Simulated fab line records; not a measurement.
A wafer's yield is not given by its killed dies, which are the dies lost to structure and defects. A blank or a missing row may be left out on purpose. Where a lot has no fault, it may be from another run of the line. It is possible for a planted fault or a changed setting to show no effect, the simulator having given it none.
fab line records -- flow sfq-line
[record] lots = 14, wafers = 42, last-day = 82
route steps=325 shown I1@73 M6@262 M7@292 I7@297
lots that met no fault: taken from a fault-free run of the same line
start-h: the number of hours between the record's first day and the start of the first shown wafer of the lot -- wait-h: time in hours since the lot's previous step -- " identical to the entry in the row above -- L1.1+2: a row that stands for several wafers -- - no value, or no start given -- * or withheld: withheld -- < > ~ a bound
route shown NAME@n: names a module that has steps shown in the file, with the first one's number in the route -- usual: mean/standard deviation taken from wafers without a fault -- same: alike in all rows -- chamber/n: place in a boat -- sites: the reading at each site -- _std_site: the values' standard deviation -- _edge_site: mean of outer sites minus mean of inner sites -- radius-mm: for every site, how far away it sits from the centre of the wafer -- mask NAME#n: copy n -- behind: the most recent tool/chamber to have shaped the wafer -- hold: what put the lot on hold/how long, in hours/how the hold closed -- device: the n, p or np transistor that did not switch -- end of line: at the end of the route, the tests of the same wafers -- where a step has no rows: the recipe by itself -- killed: count of dies lost to structure and defects at first sort (not the wafer's yield) -- map: shows each die of a wafer: x if killed, . if not, _ if none is there
set.NAME: the setting that was run; set.NAME@STEP: the one run at that earlier step -- model.NAME: the simulator's own value behind a step, which no gauge read
a sample of lots followed through the steps of the route, with each step as a table and each wafer as a row
services: when a tool's chamber went out of use (start-h, in hours from the record's first day, below 0 if earlier), for how many hours, and the reason
[[steps]]
[step SFQ_TRILAYER_I1_DEP_PECVD_045]
[recipe] material = SiO2, temp-c = 150, time-s = 111.11, pressure-torr = 2.4, rf-w = 183.3, precursor = SiH4/N2O, target-thk-nm = 500
[usual] heater-power-outer-w = 32/11, heater-power-w = 83/18, rf-fwd-power-W = 182.3/0.65, throttle-valve-pct = 25.8/1.1
lot.wafer,tool,chamber,start-h,wait-h,heater-power-outer-w,heater-power-w,rf-fwd-power-W,throttle-valve-pct
L408.1,pecvd-04,0,344.94,0.0,26,83,181.3,27.6
L408.2,pecvd-04,1,344.94,0.0,38,88,182.1,25.5
L408.5,pecvd-04,1,344.94,0.0,27,74,182.0,26.0
L409.1,pecvd-04,2,348.54,0.0,53,109,181.7,26.4
L409.2,pecvd-04,0,348.54,0.0,36,92,182.4,27.6
L409.3,pecvd-04,1,348.54,0.0,37,88,182.2,26.1
L410.2,pecvd-04,0,357.04,0.0,28,83,180.8,27.3
L410.4,pecvd-04,2,357.04,0.0,42,102,182.0,26.3
L410.6,pecvd-04,0,357.04,0.0,32,89,182.7,27.3
L411.3,pecvd-04,0,360.64,0.0,36,95,182.4,27.5
L411.4,pecvd-04,2,360.64,0.0,54,115,180.7,26.2
L411.6,pecvd-04,1,360.64,0.0,36,88,182.8,26.1
L412.1,pecvd-04,0,368.84,0.0,35,95,182.0,27.3
L412.2,pecvd-04,1,368.84,0.0,37,88,182.8,26.0
L412.6,pecvd-04,2,368.84,0.0,54,117,181.4,26.2
L413.4,pecvd-01,0,378.52,0.0,21,66,182.3,24.2
L413.5,pecvd-01,1,378.52,0.0,25,70,183.9,25.9
L413.6,pecvd-01,2,378.52,0.0,34,93,182.3,24.8
L414.3,pecvd-03,0,383.28,0.0,46,97,183.5,23.5
L414.4,pecvd-03,2,383.28,0.0,18,57,183.3,24.9
L414.6,pecvd-03,1,383.28,0.0,25,71,183.3,24.6
L415.2,pecvd-01,0,413.56,0.0,22,69,181.5,24.3
L415.3,pecvd-01,2,413.56,0.0,36,100,181.4,25.0
L415.6,pecvd-01,2,413.56,0.0,38,101,182.0,25.0
L416.2,pecvd-03,0,418.36,0.0,42,92,182.3,23.4
L416.3,pecvd-03,2,418.36,0.0,10,46,182.3,25.1
L416.4,pecvd-03,0,418.36,0.0,44,91,182.6,23.5
L425.3,pecvd-01,1,568.72,0.0,14,52,212.3,26.7
L425.5,pecvd-01,1,568.72,0.0,16,56,212.4,26.6
L425.6,pecvd-01,2,568.72,0.0,25,86,211.3,25.5
L426.1,pecvd-01,2,576.16,0.0,30,92,211.6,25.7
L426.2,pecvd-01,0,576.16,0.0,12,53,211.8,25.1
L426.3,pecvd-01,1,576.16,0.0,17,57,210.9,26.5
L427.1,pecvd-04,1,585.76,0.0,32,81,182.2,26.0
L427.5,pecvd-04,1,585.76,0.0,34,84,181.5,26.2
L427.6,pecvd-04,2,585.76,0.0,56,117,181.9,26.7
L429.1,pecvd-04,2,606.16,0.0,51,113,181.1,26.6
L429.2,pecvd-04,0,606.16,0.0,35,95,181.9,27.6
L429.5,pecvd-04,2,606.16,0.0,54,115,182.2,26.7
L430.2,pecvd-03,0,607.36,0.0,39,88,182.6,23.9
L430.4,pecvd-03,1,607.36,0.0,27,77,182.5,24.9
L430.6,pecvd-03,2,607.36,0.0,12,49,183.2,25.7
[step SFQ_TRILAYER_I1_CMP_CMP_046]
[recipe] material = SiO2, down-force-psi = 3, platen-rpm = 60, pad-velocity-m-s = 0.94248
[usual] motor-current-A = 10.7/1, time-to-endpoint-s = 215/6.1
lot.wafer,tool,chamber,start-h,wait-h,motor-current-A,time-to-endpoint-s
L408.2,cmp-01,2,355.85,10.9,9.2,216
L408.1,cmp-01,3,355.85,10.9,11.4,214
L408.5,cmp-01,1,357.35,12.3,11.9,221
L409.1,cmp-02,3,361.32,12.7,9.5,206
L409.3,cmp-02,0,361.32,12.7,10.2,211
L409.2,cmp-02,1,361.32,12.7,11.8,212
L410.4,cmp-02,1,369.82,12.7,11.3,214
L410.2,cmp-02,0,371.32,14.2,10.3,210
L410.6,cmp-02,1,371.32,14.2,11.0,220
L411.4,cmp-01,0,372.85,12.1,10.8,221
L411.3,cmp-01,3,374.35,13.7,11.6,212
L411.6,cmp-01,0,374.35,13.7,12.2,226
L412.1,cmp-02,1,382.32,13.4,10.6,205
L412.2,cmp-02,2,382.32,13.4,9.5,214
L412.6,cmp-02,0,383.82,14.9,9.8,214
L413.4,cmp-01,3,386.35,7.8,11.6,210
L413.5,cmp-01,0,386.35,7.8,11.8,210
L413.6,cmp-01,1,386.35,7.8,12.4,211
L414.4,cmp-01,3,388.35,5.0,11.6,219
L414.3,cmp-01,1,389.35,6.0,12.2,210
L414.6,cmp-01,3,390.35,7.0,11.4,218
L415.3,cmp-01,0,413.64,0.0,11.3,215
L415.2,cmp-01,3,415.14,1.5,11.6,208
L415.6,cmp-01,1,416.14,2.5,11.6,213
L416.4,cmp-01,3,418.44,0.0,12.2,214
L416.3,cmp-01,0,418.44,0.0,12.1,209
L416.2,cmp-01,1,418.44,0.0,11.5,205
L425.3,cmp-01,2,570.59,1.8,9.4,228
L425.6,cmp-01,3,570.59,1.8,11.6,239
L425.5,cmp-01,0,570.59,1.8,12.0,238
L426.3,cmp-01,3,576.24,0.0,11.2,226
L426.1,cmp-01,1,577.24,1.0,11.7,227
L426.2,cmp-01,2,577.24,1.0,9.9,232
L427.1,cmp-02,3,592.66,6.9,10.0,205
L427.6,cmp-02,2,594.16,8.3,9.2,210
L427.5,cmp-02,3,594.16,8.3,9.2,215
L429.1,cmp-01,3,606.24,0.0,11.1,210
L429.2,cmp-01,2,607.74,1.5,9.7,211
L429.5,cmp-01,3,607.74,1.5,11.4,219
L430.2,cmp-02,0,607.96,0.6,9.2,212
L430.4,cmp-02,2,608.96,1.5,9.4,220
L430.6,cmp-02,1,610.46,3.0,11.2,219
[step SFQ_TRILAYER_M6_BARC_OPEN_METAL_ETCH_206]
[recipe] mask-material = PR, chemistry = O2, target-depth-nm = 125, target = BARC, icp-w = 600, bias-w = 80, pressure-mtorr = 10, time-s = 41.7
[usual] bias-w = 80.01/0.23, drypump-motor-current-A = 5.5/0.44, oes-product-au = 0.686/0.0045
lot.wafer,tool,chamber,start-h,wait-h,bias-w,drypump-motor-current-A,oes-product-au,rf-hours-counter-h
L408.1,rie-metal-04,1,1466.15,0.0,79.81,5.0,0.684,2
L408.2,rie-metal-04,0,1466.15,0.0,80.04,5.3,0.691,75
L408.5,rie-metal-04,1,1466.15,0.0,80.12,5.0,0.695,-
L409.1,rie-metal-04,0,1587.72,0.0,79.79,5.2,0.683,89
L409.2,rie-metal-04,1,1587.72,0.0,80.44,5.0,0.687,10
L409.3,rie-metal-04,0,1587.72,0.0,79.81,5.3,0.688,-
L410.2,rie-metal-03,0,1594.57,0.0,80.01,6.1,0.675,37
L410.4,rie-metal-03,1,1594.57,0.0,79.65,5.0,0.683,-
L410.6,rie-metal-03,1,1594.57,0.0,80.10,4.9,0.687,-
L411.3,rie-metal-03,1,1631.01,0.0,80.01,4.9,0.688,-
L411.4,rie-metal-03,0,1631.01,0.0,80.00,6.1,0.688,-
L411.6,rie-metal-03,1,1631.01,0.0,80.12,5.0,0.692,-
L412.1,rie-metal-01,0,1634.59,0.0,80.15,6.1,0.689,88
L412.2,rie-metal-01,1,1634.59,0.0,80.19,5.5,0.687,35
L412.6,rie-metal-01,0,1634.59,0.0,80.09,6.1,0.690,-
L413.4,rie-metal-01,0,1638.22,0.0,80.14,6.1,0.684,-
L413.5,rie-metal-01,1,1638.22,0.0,80.16,5.5,0.685,-
L413.6,rie-metal-01,0,1638.22,0.0,79.97,6.1,0.684,-
L414.3,rie-metal-01,0,1639.42,0.0,80.24,6.1,0.688,-
L414.4,rie-metal-01,1,1639.42,0.0,79.76,5.5,0.686,-
L414.6,rie-metal-01,1,1639.42,0.0,80.16,5.5,0.677,-
L415.2,rie-metal-03,1,1643.00,0.0,80.16,4.9,0.679,70
L415.3,rie-metal-03,0,1643.00,0.0,80.10,6.0,0.684,-
L415.6,rie-metal-03,0,1643.00,0.0,79.94,6.0,0.686,-
L416.2,rie-metal-01,1,1644.20,0.0,80.21,5.5,0.692,37
L416.3,rie-metal-01,0,1644.20,0.0,80.05,6.1,0.678,-
L416.4,rie-metal-01,1,1644.20,0.0,79.89,5.5,0.686,-
L425.3,rie-metal-01,0,1712.26,0.0,80.04,6.1,0.675,-
L425.5,rie-metal-01,1,1712.26,0.0,79.74,5.5,0.685,-
L425.6,rie-metal-01,0,1712.26,0.0,80.08,6.1,0.694,-
L426.1,rie-metal-01,1,1715.64,0.0,80.15,5.5,0.679,50
L426.2,rie-metal-01,0,1715.64,0.0,79.92,6.1,0.684,103
L426.3,rie-metal-01,1,1715.64,0.0,80.43,5.5,0.685,-
L427.1,rie-metal-04,0,1716.84,0.0,80.36,5.2,0.684,108
L427.5,rie-metal-04,0,1716.84,0.0,80.50,5.3,0.685,-
L427.6,rie-metal-04,1,1716.84,0.0,79.91,5.0,0.689,-
L429.1,rie-metal-01,1,1751.63,0.0,80.07,5.5,0.683,56
L429.2,rie-metal-01,0,1751.63,0.0,80.08,6.1,0.690,108
L429.5,rie-metal-01,0,1751.63,0.0,80.24,6.1,0.682,-
L430.2,rie-metal-04,0,1757.63,0.0,79.96,5.3,0.679,115
L430.4,rie-metal-04,0,1757.63,0.0,79.67,5.3,0.697,-
L430.6,rie-metal-04,1,1757.63,0.0,80.06,5.0,0.682,-
[step SFQ_TRILAYER_M7_BARC_OPEN_METAL_ETCH_229]
[recipe] mask-material = PR, chemistry = O2, target-depth-nm = 125, target = BARC, icp-w = 600, bias-w = 80, pressure-mtorr = 10, time-s = 41.7
[usual] bias-w = 80.00/0.23, drypump-motor-current-A = 5.8/0.5, oes-product-au = 0.685/0.0049
lot.wafer,tool,chamber,start-h,wait-h,bias-w,drypump-motor-current-A,oes-product-au,rf-hours-counter-h
L408.1,rie-metal-03,0,1647.80,0.0,80.23,6.0,0.680,46
L408.2,rie-metal-03,1,1647.80,0.0,80.12,5.0,0.676,71
L408.5,rie-metal-03,0,1647.80,0.0,80.17,6.0,0.679,-
L409.1,rie-metal-02,1,1659.80,0.0,79.87,5.6,0.687,35
L409.2,rie-metal-02,0,1659.80,0.0,80.46,6.5,0.686,88
L409.3,rie-metal-02,1,1659.80,0.0,79.99,5.5,0.681,-
L410.2,rie-metal-03,1,1663.40,0.0,79.76,5.0,0.679,74
L410.4,rie-metal-03,1,1663.40,0.0,79.73,5.0,0.687,-
L410.6,rie-metal-03,0,1663.40,0.0,80.27,6.0,0.687,-
L411.3,rie-metal-02,0,1689.46,0.0,79.64,6.4,0.687,-
L411.4,rie-metal-02,1,1689.46,0.0,79.64,5.6,0.679,-
L411.6,rie-metal-02,1,1689.46,0.0,80.21,5.6,0.679,-
L412.1,rie-metal-03,0,1693.04,0.0,79.92,6.0,0.692,55
L412.2,rie-metal-03,1,1693.04,0.0,79.75,5.0,0.691,80
L412.6,rie-metal-03,1,1693.04,0.0,79.48,5.0,0.678,-
L413.4,rie-metal-01,0,1699.06,0.0,80.07,6.1,0.685,-
L413.5,rie-metal-01,1,1699.06,0.0,79.97,5.5,0.681,-
L413.6,rie-metal-01,0,1699.06,0.0,79.82,6.1,0.688,-
L414.3,rie-metal-03,0,1705.06,0.0,80.12,6.1,0.687,-
L414.4,rie-metal-03,1,1705.06,0.0,80.10,4.9,0.691,-
L414.6,rie-metal-03,0,1705.06,0.0,79.92,6.1,0.678,-
L415.2,rie-metal-03,1,1711.04,0.0,79.77,4.9,0.679,85
L415.3,rie-metal-03,0,1711.04,0.0,80.22,6.1,0.685,-
L415.6,rie-metal-03,0,1711.04,0.0,79.47,6.1,0.686,-
L416.2,rie-metal-02,1,1718.04,0.0,79.55,5.6,0.683,45
L416.3,rie-metal-02,0,1718.04,0.0,80.02,6.4,0.691,-
L416.4,rie-metal-02,1,1718.04,0.0,79.59,5.6,0.683,-
L425.3,rie-metal-01,0,1774.10,0.0,79.78,6.1,0.693,-
L425.5,rie-metal-01,1,1774.10,0.0,80.08,5.5,0.688,-
L425.6,rie-metal-01,0,1774.10,0.0,79.96,6.1,0.684,-
L426.1,rie-metal-01,0,1780.08,0.0,80.14,6.1,0.688,114
L426.2,rie-metal-01,1,1780.08,0.0,80.15,5.5,0.687,61
L426.3,rie-metal-01,0,1780.08,0.0,80.34,6.1,0.692,-
L427.1,rie-metal-02,0,1787.28,0.0,80.23,6.5,0.687,110
L427.5,rie-metal-02,1,1787.28,0.0,80.13,5.6,0.681,-
L427.6,rie-metal-02,0,1787.28,0.0,80.04,6.4,0.681,-
L429.1,rie-metal-01,1,1810.08,0.0,80.03,5.5,0.680,66
L429.2,rie-metal-01,0,1810.08,0.0,80.01,6.1,0.670,118
L429.5,rie-metal-01,0,1810.08,0.0,79.85,6.1,0.684,-
L430.2,rie-metal-01,1,1816.08,0.0,79.74,5.5,0.686,66
L430.4,rie-metal-01,1,1816.08,0.0,79.85,5.5,0.695,-
L430.6,rie-metal-01,0,1816.08,0.0,79.93,6.1,0.689,-
[step SFQ_TRILAYER_I7_CMP_CMP_184]
[recipe] material = SiO2, down-force-psi = 3, platen-rpm = 60, pad-velocity-m-s = 0.94248
[usual] motor-current-A = 10.5/0.99, time-to-endpoint-s = 216/7.7
lot.wafer,tool,chamber,start-h,wait-h,motor-current-A,time-to-endpoint-s
L408.1,cmp-02,2,1653.63,4.8,8.9,208
L408.2,cmp-02,1,1655.13,6.3,10.9,211
L408.5,cmp-02,2,1655.13,6.3,9.5,224
L409.2,cmp-02,2,1666.69,5.9,9.7,214
L409.3,cmp-02,3,1666.69,5.9,9.4,197
L409.1,cmp-02,1,1668.19,7.4,10.9,203
L410.2,cmp-01,2,1668.44,4.0,9.9,213
L410.4,cmp-01,0,1669.44,5.0,11.4,217
L410.6,cmp-01,2,1670.44,6.0,9.8,212
L411.4,cmp-02,0,1690.98,0.5,9.3,219
L411.3,cmp-02,2,1691.98,1.5,9.8,219
L411.6,cmp-02,0,1692.98,2.5,9.7,218
L412.1,cmp-02,2,1694.59,0.5,8.7,205
L412.2,cmp-02,3,1694.59,0.5,9.9,208
L412.6,cmp-02,2,1696.59,2.5,9.1,214
L413.4,cmp-02,1,1700.59,0.5,10.9,207
L413.6,cmp-02,0,1702.09,2.0,9.4,211
L413.5,cmp-02,1,1702.09,2.0,11.0,213
L414.3,cmp-01,1,1706.58,0.5,12.0,212
L414.4,cmp-01,3,1707.58,1.5,11.6,219
L414.6,cmp-01,0,1707.58,1.5,11.2,218
L415.2,cmp-02,1,1714.38,2.3,11.2,202
L415.3,cmp-02,3,1715.38,3.3,9.6,199
L415.6,cmp-02,0,1715.38,3.3,9.5,207
L416.3,cmp-01,2,1727.61,8.6,9.9,216
L416.2,cmp-01,3,1727.61,8.6,12.0,215
L416.4,cmp-01,0,1727.61,8.6,11.3,222
L425.3,cmp-02,2,1786.40,11.3,9.6,223
L425.5,cmp-02,2,1788.40,13.3,10.0,226
L425.6,cmp-02,3,1788.40,13.3,9.5,221
L426.1,cmp-01,3,1792.47,11.4,11.4,226
L426.3,cmp-01,0,1792.47,11.4,11.1,227
L426.2,cmp-01,1,1792.47,11.4,11.9,226
L427.1,cmp-01,3,1799.47,11.2,10.9,220
L427.5,cmp-01,1,1800.47,12.2,11.9,231
L427.6,cmp-01,2,1800.47,12.2,10.0,223
L429.1,cmp-01,0,1814.55,3.5,11.6,226
L429.2,cmp-01,1,1814.55,3.5,11.7,219
L429.5,cmp-01,2,1814.55,3.5,10.3,228
L430.2,cmp-02,0,1817.12,0.0,9.9,220
L430.4,cmp-02,1,1817.12,0.0,11.1,217
L430.6,cmp-02,1,1819.62,2.5,11.0,225
[[services]]
tool,chamber,start-h,hours,kind
cmp-01,-,408.79,4.0,pm
cmp-01,-,449.56,0.3,repair
cmp-01,-,461.20,2.3,repair
cmp-01,-,499.22,0.5,repair
cmp-01,-,567.19,0.6,repair
cmp-01,-,575.63,0.4,repair
cmp-01,-,611.76,2.2,pm
cmp-01,-,640.86,1.8,repair
cmp-01,-,664.61,3.9,pm
cmp-01,-,677.66,0.3,repair
cmp-01,-,745.68,12.0,pm
cmp-01,-,757.72,4.0,pm
cmp-01,-,794.45,3.8,repair
cmp-01,-,833.06,0.6,repair
cmp-01,-,910.18,1.0,repair
cmp-01,-,964.94,1.3,repair
cmp-01,-,982.24,4.2,pm
cmp-01,-,989.35,14.4,repair
cmp-01,-,992.38,3.0,repair
cmp-01,-,1036.48,2.3,repair
cmp-01,-,1041.32,1.5,repair
cmp-01,-,1046.38,2.7,repair
cmp-01,-,1075.88,0.9,repair
cmp-01,-,1078.70,1.4,repair
[[key]]
[first-sign] step = SFQ_TRILAYER_I1_DEP_PECVD_045, reading = rf-fwd-power-W, direction = up, sigmas = 46, usual = 182.3, struck = 211.7
[effect] step = SFQ_TRILAYER_I1_CMP_CMP_046, reading = time-to-endpoint-s, direction = up, sigmas = 2.7, usual = *, struck = *
met-at SFQ_TRILAYER_I1_DEP_PECVD_045
struck-lots L425,L426
not-acting-at SFQ_TRILAYER_M6_BARC_OPEN_METAL_ETCH_206,SFQ_TRILAYER_M7_BARC_OPEN_METAL_ETCH_229,SFQ_TRILAYER_I7_CMP_CMP_184
onset-between 413.56 568.72
[fault] kind = process-parameter-drift, tool = pecvd-01, chamber = -, onset-h = 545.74, steps = SFQ_TRILAYER_I1_DEP_PECVD_045, channel = rf-w, offset = 29.328, shape = step, end-h = 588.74, acts-in = these-recipes-only, stated = 183.3
